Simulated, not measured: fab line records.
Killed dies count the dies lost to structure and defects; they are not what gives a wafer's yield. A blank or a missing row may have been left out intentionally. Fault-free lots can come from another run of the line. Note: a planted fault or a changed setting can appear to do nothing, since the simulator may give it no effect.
Chamber matching    flow gf180mcu    4 sister chambers for GF_V2_CMP_26 on cmp-02
The step polishes, stops on SiO2, t overpolish 15 s, target thk 0 nm. 27 wafers are shown with their chamber, then 12 later ones without.

## WAFERS PAIRED WITH THEIR CHAMBERS
wafer   chamber  motor current A (A)  time to endpoint s (s)  overpolish run s (s)
L075.1  3        11.6                 86.2                    14.982
L075.3  2        11.3                 84.8                    14.987
L075.6  2        12.0                 81.8                    14.998
L077.2  0        9.8                  86.2                    15.014
L077.4  3        11.2                 84.3                    14.997
L077.5  1        12.3                 83.7                    14.998
L080.1  3        10.8                 85.2                    14.992
L080.3  1        12.2                 85.8                    15.005
L080.4  2        12.2                 87.9                    15.000
L081.1  3        11.0                 90.4                    14.980
L081.4  0        9.5                  94.7                    14.994
L081.6  1        12.2                 87.3                    15.015
L084.1  1        11.7                 81.9                    14.991
L084.3  3        11.8                 83.8                    14.993
L084.4  0        9.7                  85.0                    15.002
L085.1  1        11.9                 87.8                    14.994
L085.5  3        10.7                 90.3                    14.992
L085.6  0        10.1                 89.4                    14.998
L086.1  1        12.0                 86.6                    14.986
L086.3  0        9.9                  85.8                    15.024
L086.5  0        10.5                 91.2                    14.992
L091.1  3        11.3                 86.0                    15.001
L091.3  0        10.1                 87.3                    14.981
L091.4  1        12.9                 82.5                    15.000
L093.2  3        11.7                 87.6                    15.016
L093.3  1        11.8                 83.0                    14.999
L093.6  0        9.6                  93.1                    15.001

SIGNATURES (means of the wafers above)
reading             chamber 0  chamber 1  chamber 2  chamber 3  scatter within a chamber
motor current A     9.900      12.125     11.833     11.262     0.383
time to endpoint s  89.088     84.825     84.833     86.725     2.89
overpolish run s    15.00075   14.99850   14.99500   14.99413   0.011
Rule: a wafer lies at a distance from a chamber equal to the root of the sum of squares, over the readings, of (its reading less the chamber's mean, divided by the reading's scatter). The wafer belongs to the nearest chamber; if the next one is less than 2 further off, it can't be placed. How the scatter is found: for the shown wafers, subtract from each reading the mean of its chamber, square and add these, divide the total by (wafers less chambers), then take the root.

## WAFERS WITHOUT THEIR CHAMBER
wafer   motor current A (A)  time to endpoint s (s)  overpolish run s (s)
L094.4  10.8                 84.5                    15.000
L094.5  10.9                 83.1                    15.010
L094.6  10.2                 87.4                    15.019
L095.2  11.0                 85.3                    14.997
L095.4  12.2                 87.2                    14.984
L095.6  12.9                 81.5                    14.996
L096.4  11.3                 84.9                    14.993
L096.5  12.1                 80.6                    15.008
L096.6  10.4                 85.9                    15.011
L097.1  11.6                 89.2                    15.008
L097.3  11.4                 87.7                    15.011
L097.5  12.3                 84.5                    15.002

## WHICH CHAMBER EACH WENT THROUGH
wafer   from the rows above                in truth
L094.4  can't be placed: 3 or 2 or 0 or 1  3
L094.5  can't be placed: 3 or 2 or 1 or 0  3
L094.6  can't be placed: 0 or 3            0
L095.2  can't be placed: 3 or 2            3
L095.4  can't be placed: 1 or 2 or 3       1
L095.6  can't be placed: 1 or 2            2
L096.4  can't be placed: 3 or 2 or 1       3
L096.5  can't be placed: 1 or 2 or 3       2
L096.6  can't be placed: 0 or 3            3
L097.1  can't be placed: 3 or 2 or 1       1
L097.3  can't be placed: 3 or 2 or 1       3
L097.5  can't be placed: 1 or 2            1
Placed correctly: 0 of 12. Cannot be placed on the basis of these rows: 12; the candidates contain the true chamber in 12. 0 placed wrongly.
